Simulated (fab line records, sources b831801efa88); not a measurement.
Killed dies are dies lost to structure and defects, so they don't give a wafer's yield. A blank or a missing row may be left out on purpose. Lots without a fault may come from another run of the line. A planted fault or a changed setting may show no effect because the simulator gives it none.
Which tool did it? | flow sky130 | 24 lots, 72 wafers sampled, at 5 steps of a route of 708

WHAT THE GAUGES READ, wafer by wafer
SKY_PWDE_OVL_MEAS_07.
lot  | measured    | on         | PWDE_OVL (nm)
L074 | day 4 02:50 | overlay-01 | -1.8 0.5 0.0
L075 | day 4 06:47 | overlay-01 | -2.4 0.3 -0.1
L076 | day 4 11:21 | overlay-02 | -0.5 -0.7 -1.3
L077 | day 4 18:09 | overlay-02 | 2.0 2.3 2.9
L078 | day 5 06:41 | overlay-01 | -1.4 -1.3 -0.8
L079 | day 5 14:02 | overlay-01 | -2.2 -3.1 -2.3
L080 | day 5 15:08 | overlay-01 | 0.3 -1.2 -0.3
L081 | day 5 20:59 | overlay-01 | -0.4 -0.2 0.6
L082 | day 6 01:32 | overlay-02 | 0.9 2.1 0.6
L083 | day 6 06:08 | overlay-02 | 1.5 1.9 -1.2
L084 | day 6 11:35 | overlay-01 | -3.2 -2.5 -0.4
L085 | day 6 19:15 | overlay-02 | -0.6 -1.6 -0.1
L086 | day 6 23:52 | overlay-02 | 0.9 -0.3 0.2
L087 | day 7 03:51 | overlay-01 | -2.2 -3.6 -2.1
L088 | day 7 08:05 | overlay-01 | -2.2 -3.0 -2.5
L089 | day 7 14:09 | overlay-01 | -0.2 -2.3 -1.1
L090 | day 7 19:15 | overlay-01 | -0.1 -2.2 -2.4
L091 | day 8 01:59 | overlay-01 | 0.0 -0.8 0.0
L092 | day 8 07:32 | overlay-01 | 2.0 -1.9 0.2
L093 | day 8 15:26 | overlay-01 | -2.9 -0.4 -2.5
L094 | day 8 18:36 | overlay-01 | 0.2 -2.5 -0.2
L095 | day 9 01:30 | overlay-01 | -1.1 -1.1 -1.0
L096 | day 9 04:23 | overlay-02 | 0.6 -0.3 -1.1
L097 | day 9 12:22 | overlay-02 | -0.6 0.3 -3.4

SKY_VIA1_CD_MEAS_12: target cd 150 nm.
lot  | measured     | on        | cd_nm (nm)
L074 | day 34 17:43 | cd_sem-01 | 148.2 147.6 148.3
L075 | day 35 02:52 | cd_sem-02 | 149.7 148.6 149.3
L076 | day 35 10:08 | cd_sem-01 | 150.6 151.4 151.9
L077 | day 35 16:14 | cd_sem-02 | 148.6 150.5 149.2
L078 | day 36 13:05 | cd_sem-02 | 148.5 147.8 149.5
L079 | day 36 17:41 | cd_sem-02 | 150.2 149.7 152.1
L080 | day 37 00:28 | cd_sem-02 | 150.0 149.8 147.9
L081 | day 37 03:17 | cd_sem-01 | 150.9 151.9 151.2
L082 | day 37 19:20 | cd_sem-02 | 149.1 147.9 149.6
L083 | day 37 20:41 | cd_sem-01 | 150.9 150.9 151.7
L084 | day 37 23:26 | cd_sem-01 | 150.5 150.1 150.5
L085 | day 38 04:11 | cd_sem-01 | 148.0 150.6 149.6
L086 | day 38 18:09 | cd_sem-01 | 151.2 149.5 151.2
L087 | day 39 02:26 | cd_sem-01 | 150.2 147.8 148.5
L088 | day 39 00:29 | cd_sem-02 | 147.1 146.7 147.1
L089 | day 39 02:41 | cd_sem-02 | 146.8 146.7 147.7
L090 | day 39 12:31 | cd_sem-02 | 150.3 148.6 148.3
L091 | day 39 17:05 | cd_sem-02 | 148.1 148.0 149.0
L092 | day 40 01:14 | cd_sem-01 | 148.5 151.8 150.0
L093 | day 40 07:14 | cd_sem-02 | 152.0 151.0 153.6
L094 | day 40 10:55 | cd_sem-02 | 149.8 147.1 149.1
L095 | day 40 18:44 | cd_sem-01 | 147.9 147.0 149.5
L096 | day 41 02:20 | cd_sem-02 | 150.5 152.0 151.5
L097 | day 41 12:05 | cd_sem-01 | 150.7 150.3 152.5

SKY_VIA2_THK_MEAS_23: measures by xrf.
lot  | measured     | on            | VIA2_W_THK (nm)
L074 | day 37 03:26 | film_metro-01 | 423 418 418
L075 | day 37 16:19 | film_metro-03 | 422 415 425
L076 | day 37 20:52 | film_metro-03 | 424 426 428
L077 | day 38 02:27 | film_metro-03 | 436 433 425
L078 | day 38 22:54 | film_metro-01 | 422 416 422
L079 | day 39 03:21 | film_metro-03 | 430 435 431
L080 | day 39 09:08 | film_metro-03 | 428 427 438
L081 | day 39 12:37 | film_metro-01 | 413 411 419
L082 | day 40 03:07 | film_metro-02 | 423 430 418
L083 | day 40 05:31 | film_metro-02 | 424 423 428
L084 | day 40 07:44 | film_metro-02 | 427 427 425
L085 | day 40 11:38 | film_metro-01 | 426 416 426
L086 | day 41 00:35 | film_metro-01 | 427 426 421
L087 | day 41 10:10 | film_metro-03 | 442 434 441
L088 | day 41 08:08 | film_metro-01 | 418 415 422
L089 | day 41 10:33 | film_metro-01 | 421 425 420
L090 | day 41 19:37 | film_metro-01 | 422 424 422
L091 | day 41 23:46 | film_metro-03 | 438 429 436
L092 | day 42 06:38 | film_metro-03 | 438 434 432
L093 | day 42 13:44 | film_metro-02 | 432 432 433
L094 | day 42 16:47 | film_metro-02 | 427 435 429
L095 | day 42 23:34 | film_metro-01 | 421 420 420
L096 | day 43 08:15 | film_metro-03 | 438 436 439
L097 | day 43 17:31 | film_metro-03 | 442 445 443

SKY_METAL3_OVL_MEAS_14.
lot  | measured     | on         | METAL3_OVL (nm)
L074 | day 39 09:28 | overlay-01 | 11 -1 1
L075 | day 39 21:20 | overlay-02 | -3 -6 3
L076 | day 40 01:41 | overlay-02 | -6 -8 -7
L077 | day 40 07:10 | overlay-02 | 4 1 1
L078 | day 41 02:53 | overlay-01 | 1 0 -2
L079 | day 41 08:08 | overlay-01 | 14 5 3
L080 | day 41 12:19 | overlay-01 | 4 7 3
L081 | day 41 15:19 | overlay-02 | -2 1 2
L082 | day 42 06:49 | overlay-02 | 9 13 7
L083 | day 42 08:46 | overlay-02 | 1 -5 0
L084 | day 42 10:34 | overlay-02 | -3 -3 3
L085 | day 42 14:22 | overlay-01 | 10 6 10
L086 | day 43 02:47 | overlay-01 | 10 9 9
L087 | day 43 11:34 | overlay-02 | -2 6 9
L088 | day 43 10:26 | overlay-02 | 9 6 -5
L089 | day 43 12:46 | overlay-01 | -7 1 -2
L090 | day 43 19:59 | overlay-01 | -3 -10 -8
L091 | day 44 00:14 | overlay-01 | 4 3 4
L092 | day 44 08:10 | overlay-02 | 2 3 -2
L093 | day 44 14:46 | overlay-02 | 2 0 -3
L094 | day 44 17:59 | overlay-01 | 4 2 1
L095 | day 44 22:57 | overlay-01 | 9 2 1
L096 | day 45 08:17 | overlay-02 | 5 14 10
L097 | day 45 17:41 | overlay-02 | 2 4 0

WHICH TOOL RAN EACH LOT (tool, then ch and the chambers of the sampled wafers, then the start)
lot  | SKY_VIA1_STRIP_16
L074 | plasma_asher-01 ch 0,1, day 34 17:58
L075 | plasma_asher-02 ch 0,1, day 35 03:06
L076 | plasma_asher-01 ch 0,1, day 35 10:22
L077 | plasma_asher-02 ch 0,1, day 35 16:28
L078 | plasma_asher-01 ch 0,1, day 36 13:20
L079 | plasma_asher-01 ch 0,1, day 36 17:56
L080 | plasma_asher-04 ch 0,1, day 37 00:43
L081 | plasma_asher-02 ch 0,1, day 37 03:32
L082 | plasma_asher-02 ch 0,1, day 37 19:35
L083 | plasma_asher-04 ch 0, day 37 20:56
L084 | plasma_asher-01 ch 0,1, day 37 23:41
L085 | plasma_asher-01 ch 0,1, day 38 04:25
L086 | plasma_asher-04 ch 0,1, day 38 18:22
L087 | plasma_asher-01 ch 0,1, day 39 02:40
L088 | plasma_asher-04 ch 0,1, day 39 00:44
L089 | plasma_asher-04 ch 0,1, day 39 02:55
L090 | plasma_asher-02 ch 1, day 39 12:44
L091 | plasma_asher-02 ch 0,1, day 39 17:20
L092 | plasma_asher-02 ch 0,1, day 40 01:28
L093 | plasma_asher-01 ch 0,1, day 40 07:29
L094 | plasma_asher-02 ch 0,1, day 40 11:08
L095 | plasma_asher-02 ch 0,1, day 40 18:58
L096 | plasma_asher-02 ch 0,1, day 41 02:35
L097 | plasma_asher-01 ch 0,1, day 41 12:18
- SKY_VIA1_STRIP_16: strips in O2/N2.

WHAT THE TOOLS THEMSELVES READ (means of the sampled wafers that have a number; where no wafer has one, the mark that the record gives instead)
SKY_VIA1_STRIP_16.
lot  | tool            | drypump_motor_current_A (A) | n2_flow_sccm (sccm) | oes_product_au (a.u.) | strip_time_to_endpoint_s (s)
L074 | plasma_asher-01 | 5.2                         | 300.4               | 0.416                 | 4.442
L075 | plasma_asher-02 | 5.8                         | 299.3               | 0.416                 | 4.438
L076 | plasma_asher-01 | 5.2                         | 299.1               | 0.412                 | 4.441
L077 | plasma_asher-02 | 5.8                         | 298.4               | 0.418                 | 4.450
L078 | plasma_asher-01 | 5.2                         | 300.2               | 0.416                 | 4.455
L079 | plasma_asher-01 | 5.2                         | 301.0               | 0.410                 | 4.448
L080 | plasma_asher-04 | 5.8                         | 301.5               | 0.418                 | 4.450
L081 | plasma_asher-02 | 5.8                         | 299.8               | 0.414                 | 4.446
L082 | plasma_asher-02 | 5.8                         | 299.7               | 0.412                 | 4.459
L083 | plasma_asher-04 | 5.9                         | 298.9               | 0.415                 | 4.419
L084 | plasma_asher-01 | 5.2                         | 299.3               | 0.420                 | 4.458
L085 | plasma_asher-01 | 5.2                         | 299.6               | 0.414                 | 4.446
L086 | plasma_asher-04 | 5.8                         | 300.6               | 0.418                 | 4.456
L087 | plasma_asher-01 | 5.2                         | 300.0               | 0.417                 | 4.450
L088 | plasma_asher-04 | 5.9                         | 299.5               | 0.415                 | 4.458
L089 | plasma_asher-04 | 5.8                         | 299.8               | 0.411                 | 4.470
L090 | plasma_asher-02 | 5.9                         | 300.1               | 0.414                 | 4.456
L091 | plasma_asher-02 | 5.8                         | 300.4               | 0.422                 | 4.468
L092 | plasma_asher-02 | 5.8                         | 300.6               | 0.412                 | 4.452
L093 | plasma_asher-01 | 5.2                         | 298.9               | 0.416                 | 4.439
L094 | plasma_asher-02 | 5.8                         | 299.6               | 0.414                 | 4.473
L095 | plasma_asher-02 | 5.8                         | 299.6               | 0.416                 | 4.464
L096 | plasma_asher-02 | 5.8                         | 299.7               | 0.412                 | 4.454
L097 | plasma_asher-01 | 5.2                         | 299.7               | 0.415                 | 4.449

THE ANSWER, worked out from the rows above alone
Rule: what is usual is taken from the lots themselves. Put in order of their means at a reading, lots are off if they are a third of the lots or fewer, leave a main group of 4 or more, and stand apart from it by a gap of 3 or more times the standard deviation of the main group's means; of several such gaps the widest counts. A main group whose means are all the same, to the digits that the tables above print for the reading, isn't used. A lot without any number at a reading at which 4 lots or more have one is off too. The other lots that the step has rows for count as sound. The gauges are gone through in route order, then the tools' own readings, and for those a lot's mean is taken as printed above. The first step at which some lot is off is used, and at that step the reading that is off furthest; a lot without a number counts as furthest.
No lot is off at any reading shown: from this, nothing can be told.

WHAT THE SIMULATOR HAD PUT IN
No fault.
